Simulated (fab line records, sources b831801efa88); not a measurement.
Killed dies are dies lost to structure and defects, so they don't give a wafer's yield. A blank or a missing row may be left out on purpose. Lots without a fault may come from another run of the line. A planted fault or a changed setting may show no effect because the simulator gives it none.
A struck lot beside a sound one | flow sky130 | 16 steps out of a route of 708
Sound: wafers L635.1, L635.2, L635.3. Struck: wafer L641.6. (L641.2, L641.3 of the same lot were not struck and are left out.) The cause comes at the end.
At each step with rows: each side's tool, then ch and its chambers, then its first start. Under that, the readings that differ: sound wafers | struck wafers | difference of the means | sigmas: that difference in standard deviations of wafers without a fault.
alike: readings whose means differ by less than 2 such deviations, and words and numbers that are the same on both sides. not compared: withheld readings, readings that some wafer has no value for, bounds like >300 that may hide the same value, and numbers for which the record gives no deviation and whose values overlap.
The two part at a step that has a row with sigmas, a row that says differs or no value, or rows on one side only. Numbers that don't overlap but have no deviation are shown without sigmas and don't part them. A reading that every wafer of one side lacks parts them only if that side has two wafers or more.

first, 3 steps without rows for these wafers: SKY_LI_CONTACT_EXPOSE_09 (exposes mask LICM1, target cd 170 nm); SKY_LI_CONTACT_PEB_10; SKY_LI_CONTACT_DEVELOP_11 (develop time 60 s).
SKY_LI_CONTACT_CD_MEAS_12: target cd 170 nm.
  sound on cd_sem-02, day 30 03:29; struck on cd_sem-02, day 32 04:05
  alike: cd_nm
SKY_LI_CONTACT_OVL_MEAS_13:
  sound on overlay-01, day 30 03:36; struck on overlay-01, day 32 04:11
  alike: LI_CONTACT_OVL
SKY_LI_CONTACT_ETCH_14: etches BARC in N2/H2, stops on SiO2, time 45.9 s, target depth 60 nm.
  sound on rie_diel-02 ch 0,1,3, day 30 03:38; struck on rie_diel-02 ch 0, day 32 04:13
  alike: drypump_motor_current_A, n2_flow_sccm, oes_product_au, throttle_valve_pct
  not compared: rf_hours_counter_h
SKY_LI_CONTACT_ETCH_15: etches PSG in C4F8/O2/Ar, stops on Si, target depth 600 nm.
  sound on rie_diel-02 ch 0,1,3, day 30 03:41; struck on rie_diel-02 ch 0, day 32 04:16
  alike: oes_product_au
then, 3 steps without rows for these wafers: SKY_LI_CONTACT_STRIP_16 (strips in O2/N2); SKY_LI_CONTACT_CLEAN_17 (cleans in NMP, time 600 s); SKY_LI_CONTACT_PRE_CLEAN_18 (time 5.6 s).
SKY_LI_CONTACT_SPUTTER_19: material Ti, target thk 20 nm, time 106.37 s.
  sound on pvd_sputter-04, day 30 04:04; struck on pvd_sputter-04, day 32 04:40
  alike: throttle_valve_pct
SKY_LI_CONTACT_SPUTTER_20: material TiN, target thk 20 nm, time 80 s.
  sound on pvd_sputter-04, day 30 04:08; struck on pvd_sputter-04, day 32 04:44
  alike: throttle_valve_pct
SKY_LI_CONTACT_CVD_21: deposits W, target thk 400 nm, time 120.56 s.
  sound on cvd_w-01 ch 0,1, day 30 04:11; struck on cvd_w-02 ch 1, day 32 04:47
  reading                                  | sound                | struck | difference | sigmas
  susceptor_temp_C (C)                     | 400.12 399.59 400.03 | 395.49 | -4.42      | -21
  model.W_of_LI_CONTACT_CVD_21.thk_nm (nm) | 397.7 405.8 401.9    | 366.5  | -35.3      |
  alike: heater_power_outer_w, heater_power_w
SKY_LI_CONTACT_RS_MEAS_22: measures by four-point-probe.
  sound on film_metro-02, day 30 04:19; struck on film_metro-03, day 32 04:56
  reading                  | sound                | struck | difference | sigmas
  LI_CONTACT_W_RS (ohm/sq) | 0.2864 0.2809 0.2838 | 0.3108 | +0.0271    | +9
SKY_LI_CONTACT_THK_MEAS_23: measures by xrf.
  sound on film_metro-02, day 30 04:26; struck on film_metro-03, day 32 05:03
  reading               | sound       | struck | difference | sigmas
  LI_CONTACT_W_THK (nm) | 416 425 420 | 372    | -48        | -7
SKY_LI_CONTACT_CMP_24: polishes, stops on PSG, t overpolish 20 s, target thk 0 nm.
  sound on cmp-01 ch 1,2,3, day 30 04:33; struck on cmp-02 ch 2, day 32 05:35
  alike: motor_current_A, time_to_endpoint_s

WHERE THEY PART
First at SKY_LI_CONTACT_CVD_21; last, within this record, at SKY_LI_CONTACT_THK_MEAS_23. Later steps at which nothing parts them and some readings are alike: SKY_LI_CONTACT_CMP_24.

WHY: what the simulator had put in
Process parameter drift: cvd_w-02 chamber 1, from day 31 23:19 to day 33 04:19, at SKY_LI_CONTACT_CVD_21. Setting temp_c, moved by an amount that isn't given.
